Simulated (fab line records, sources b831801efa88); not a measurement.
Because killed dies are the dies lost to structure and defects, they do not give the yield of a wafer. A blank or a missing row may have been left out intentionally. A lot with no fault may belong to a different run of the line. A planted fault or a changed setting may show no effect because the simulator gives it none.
Which tool is to blame?    flow sky130    Sampling: 11 lots, 33 wafers, 5 of 708 route steps

WHAT EACH GAUGE READ, for each wafer
SKY_FIELD_ISO_CD_MEAS_13: the cd target is 150 nm. Usual: cd-nm at 149.8 nm, with a standard deviation of 1.6.
lot   measured     on         cd-nm (nm)         flag
L322  day 2 04:25  cd-sem-01  153.9 153.2 153.3  
L323  day 2 10:10  cd-sem-02  149.3 151.8 150.3  
L327  day 3 07:30  cd-sem-02  151.6 150.0 149.8  
L330  day 3 21:43  cd-sem-01  151.9 153.7 154.0  
L331  day 4 03:49  cd-sem-02  149.4 149.2 149.9  
L332  day 4 09:00  cd-sem-01  150.6 150.6 150.2  
L333  day 4 16:06  cd-sem-01  149.1 150.8 150.8  
L335  day 5 03:23  cd-sem-01  149.1 150.0 148.4  
L336  day 5 07:52  cd-sem-02  148.1 147.5 148.1  
L344  day 6 23:02  cd-sem-02  150.1 149.8 150.5  
L345  day 7 03:47  cd-sem-01  149.7 149.7 149.6  

SKY_NWELL_OVL_MEAS_10. Usual: NWELL_00_OVL -0.1 nm, standard deviation 1.7.
lot   measured      on          NWELL_00_OVL (nm)  flag
L322  day 4 07:37   overlay-02  2.2 2.2 3.2        
L323  day 4 19:44   overlay-01  -1.4 -0.8 -2.5     
L327  day 5 22:11   overlay-02  0.9 1.3 0.9        
L330  day 6 20:49   overlay-01  -0.6 0.4 0.3       
L331  day 6 23:07   overlay-01  -2.5 -2.5 -2.6     
L332  day 7 00:46   overlay-01  -2.6 -1.1 -0.8     
L333  day 7 05:44   overlay-01  0.9 1.0 3.1        
L335  day 7 18:53   overlay-01  - - -              OFF
L336  day 7 22:52   overlay-01  0.0 1.3 0.3        
L344  day 10 16:01  overlay-01  0.7 0.0 0.7        
L345  day 10 16:22  overlay-01  -2.8 -0.6 -2.1     

SKY_NWELL_TW_MEAS_15. Usual: NWELL_TW 1814, standard deviation 15.
lot   measured      on             NWELL_TW        flag
L322  day 4 08:12   film-metro-02  1840 1845 1843  
L323  day 4 20:20   film-metro-03  1831 1828 1845  
L327  day 5 22:46   film-metro-03  1811 1821 1815  
L330  day 6 21:24   film-metro-03  1820 1819 1815  
L331  day 6 23:42   film-metro-03  1821 1824 1817  
L332  day 7 01:22   film-metro-02  1818 1824 1812  
L333  day 7 06:19   film-metro-01  1789 1789 1792  
L335  day 7 19:29   film-metro-03  30 30 30        OFF
L336  day 7 23:27   film-metro-02  1813 1827 1813  
L344  day 10 16:37  film-metro-02  1822 1825 1817  
L345  day 10 16:58  film-metro-01  1796 1793 1792  

WHICH TOOL RAN EACH LOT (tool, then ch and the chambers of the sampled wafers, then the start)
lot   SKY_PWDE_STRIP_09                    SKY_NWELL_EXPOSE_07
L322  plasma-asher-02 ch 0,1, day 3 16:30  iline-stepper-01 ch 0, day 4 00:39
L323  plasma-asher-03 ch 0,1, day 4 02:59  iline-stepper-01 ch 0, day 4 11:03
L327  plasma-asher-03 ch 0,1, day 5 04:43  iline-stepper-01 ch 0, day 5 13:49
L330  plasma-asher-02 ch 0,1, day 6 01:32  iline-stepper-01 ch 0, day 6 11:31
L331  plasma-asher-03 ch 0,1, day 6 04:21  iline-stepper-02 ch 0, day 6 13:56
L332  plasma-asher-02 ch 0,1, day 6 06:08  iline-stepper-01 ch 0, day 6 15:53
L333  plasma-asher-02 ch 0,1, day 6 11:19  iline-stepper-01 ch 0, day 6 21:06
L335  plasma-asher-03 ch 0,1, day 6 23:50  iline-stepper-01 ch 0, day 7 09:35
L336  plasma-asher-01 ch 0,1, day 7 04:45  iline-stepper-01 ch 0, day 7 13:35
L344  plasma-asher-03 ch 0,1, day 9 18:10  iline-stepper-01 ch 0, day 10 04:59
L345  plasma-asher-01 ch 0,1, day 9 18:31  iline-stepper-02 ch 0, day 10 05:39
- SKY_PWDE_STRIP_09: strips in O2/N2.
- SKY_NWELL_EXPOSE_07: exposes mask NWM, target cd 840 nm.

WHAT THE TOOLS THEMSELVES READ (means of the sampled wafers that have a number; where no wafer has one, the mark that the record gives instead)
SKY_PWDE_STRIP_09. Usual: drypump-motor-current-A 5.8 A, standard deviation 0.46; oes-product-au 0.723 a.u., standard deviation 0.0043; strip-time-to-endpoint-s 36.94 s, standard deviation 0.11.
lot   tool             drypump-motor-current-A (A)  oes-product-au (a.u.)  strip-time-to-endpoint-s (s)  flag
L322  plasma-asher-02  6.1                          0.723                  36.94                         
L323  plasma-asher-03  6.1                          0.725                  37.04                         
L327  plasma-asher-03  6.1                          0.722                  36.90                         
L330  plasma-asher-02  6.0                          0.722                  37.08                         
L331  plasma-asher-03  6.1                          0.719                  36.91                         
L332  plasma-asher-02  6.0                          0.722                  37.02                         
L333  plasma-asher-02  5.9                          0.723                  36.93                         
L335  plasma-asher-03  6.1                          0.723                  37.14                         
L336  plasma-asher-01  5.2                          0.718                  36.89                         
L344  plasma-asher-03  6.1                          0.719                  36.87                         
L345  plasma-asher-01  5.2                          0.722                  36.98                         

THE ANSWER, worked out from the rows above alone
Rule: take the mean of a lot's wafers that have a number; if it is more than 3 standard deviations from the usual mean, the lot is off. Also off: a lot with no number at a reading for which 4 or more lots have one. Any other lot the step has rows for is counted as sound. The gauges are gone through in route order, then the tools' own readings, and for those a lot's mean is taken as printed above. At the first step where some lot is off, the reading lying furthest off is the one used; lots without a number count as furthest.
Off: L335, at SKY_NWELL_OVL_MEAS_10 (NWELL_00_OVL). Without a number there: L335.
If a tool, at a process step before that reading, ran all the lots that are off and no sound lot after the first of them, it fits. The gauges at SKY_NWELL_OVL_MEAS_10 aren't tried: what is off there is off at SKY_NWELL_TW_MEAS_15 too, on other tools, and a gauge's error can't cause that. Of those tried, none fits.

WHAT THE SIMULATOR HAD PUT IN
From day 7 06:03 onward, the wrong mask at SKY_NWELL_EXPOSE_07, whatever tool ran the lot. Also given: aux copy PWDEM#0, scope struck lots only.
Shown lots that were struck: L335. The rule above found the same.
